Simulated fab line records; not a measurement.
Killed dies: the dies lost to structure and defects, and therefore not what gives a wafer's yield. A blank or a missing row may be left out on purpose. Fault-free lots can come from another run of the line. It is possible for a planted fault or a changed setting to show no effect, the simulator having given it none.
Which of the tools did it?	flow gf180mcu	6 lots (18 wafers sampled), 1 step of a 602-step route

== WHAT THE GAUGES SHOWED, per wafer ==
GF_VT_IMPLANT_OVL_MEAS_29.
lot	measured	on	VT_IMPLANT_02_OVL (nm)
L287	day 7 15:44	overlay-01	2.7 1.3 -3.8
L290	day 8 13:07	overlay-01	0.6 0.7 1.4
L293	day 9 12:26	overlay-02	-1.2 0.2 -1.5
L295	day 10 00:30	overlay-02	-3.1 -3.0 -0.6
L297	day 11 01:44	overlay-01	-0.6 -2.2 -2.5
L299	day 11 02:20	overlay-02	1.2 -0.2 0.2

== WHICH TOOL RAN EACH LOT (tool, then ch and the chambers of the sampled wafers, then the start) ==
Before these readings, the record contains no process step.

== THE ANSWER, worked out from the rows above alone ==
Rule: the usual values come from the lots themselves. Put in order of their means at a reading, lots are off if they are a third of the lots or fewer, leave a main group of 4 or more, and stand apart from it by a gap of 3 or more times the standard deviation of the main group's means; of several such gaps the widest counts. If all means in a main group match to the digits the tables above print for the reading, that group is not used. Also off: a lot with no number at a reading for which 4 or more lots have one. Where the step has rows for the other lots, those lots are counted as sound.
No lot is off on any of the readings shown, so nothing can be concluded from this.

== WHAT THE SIMULATOR HAD INSERTED ==
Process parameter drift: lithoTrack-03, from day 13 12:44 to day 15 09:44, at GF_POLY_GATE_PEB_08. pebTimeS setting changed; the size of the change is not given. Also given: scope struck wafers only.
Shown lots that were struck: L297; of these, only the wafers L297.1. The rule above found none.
